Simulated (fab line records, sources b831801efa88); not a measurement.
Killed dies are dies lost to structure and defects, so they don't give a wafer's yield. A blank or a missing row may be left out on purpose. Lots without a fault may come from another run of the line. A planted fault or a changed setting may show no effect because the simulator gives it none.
Chamber matching | flow gf180mcu | GF_POLY_GATE_ETCH_12 on rie_diel-03: 4 sister chambers
The step etches BARC in N2/H2. 14 wafers are shown with their chamber, then 7 later ones without.

WAFERS WITH THEIR CHAMBER
wafer  | chamber | rf_fwd_power_W (W) | throttle_valve_pct (%) | oes_product_au (a.u.)
L893.3 | 1       | 496.5              | 13.228                 | 0.738
L893.4 | 2       | 498.2              | 13.209                 | 0.733
L893.6 | 0       | 493.3              | 13.210                 | 0.735
L894.1 | 1       | 495.6              | 13.221                 | 0.741
L894.5 | 3       | 499.2              | 13.223                 | 0.733
L894.6 | 0       | 490.8              | 13.205                 | 0.734
L895.2 | 1       | 494.7              | 13.205                 | 0.735
L895.3 | 0       | 492.3              | 13.223                 | 0.730
L895.6 | 0       | 490.5              | 13.207                 | 0.736
L898.2 | 3       | 495.3              | 13.227                 | 0.743
L898.3 | 1       | 493.2              | 13.230                 | 0.746
L898.4 | 2       | 500.0              | 13.207                 | 0.738
L900.2 | 2       | 499.2              | 13.210                 | 0.731
L900.4 | 3       | 496.6              | 13.220                 | 0.732

SIGNATURES (means of the wafers above)
reading            | chamber 0 | chamber 1 | chamber 2 | chamber 3 | scatter within a chamber
rf_fwd_power_W     | 491.725   | 495.000   | 499.133   | 497.033   | 1.44
throttle_valve_pct | 13.21125  | 13.22100  | 13.20867  | 13.22333  | 0.00782
oes_product_au     | 0.73375   | 0.74000   | 0.73400   | 0.73600   | 0.00432
Rule: a wafer's distance from a chamber is the root of the sum, over the readings, of the square of ((its reading less the chamber's mean) divided by the reading's scatter). The wafer belongs to the nearest chamber; if the next one is less than 2 further off, it can't be placed. The scatter: the root of (the sum of the squares of (reading less its chamber's mean) over the shown wafers, divided by (wafers less chambers)).

WAFERS WITHOUT THEIR CHAMBER
wafer  | rf_fwd_power_W (W) | throttle_valve_pct (%) | oes_product_au (a.u.)
L900.6 | 495.0              | 13.235                 | 0.738
L902.1 | 489.4              | 13.231                 | 0.733
L902.3 | 497.2              | 13.212                 | 0.733
L902.5 | 492.3              | 13.208                 | 0.740
L904.1 | 494.3              | 13.205                 | 0.733
L904.2 | 491.2              | 13.219                 | 0.728
L904.4 | 496.7              | 13.214                 | 0.739

WHICH CHAMBER EACH WENT THROUGH
wafer  | from the rows above               | in truth
L900.6 | can't be placed: 1 or 3           | 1
L902.1 | can't be placed: 0 or 1           | 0
L902.3 | can't be placed: 2 or 3 or 1      | 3
L902.5 | can't be placed: 0 or 1           | 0
L904.1 | can't be placed: 0 or 1 or 3 or 2 | 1
L904.2 | 0                                 | 0
L904.4 | can't be placed: 3 or 1 or 2      | 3
Placed correctly: 1 of 7. Can't be placed from these rows: 6 (the true chamber is among the candidates in 6). Placed wrongly: 0.
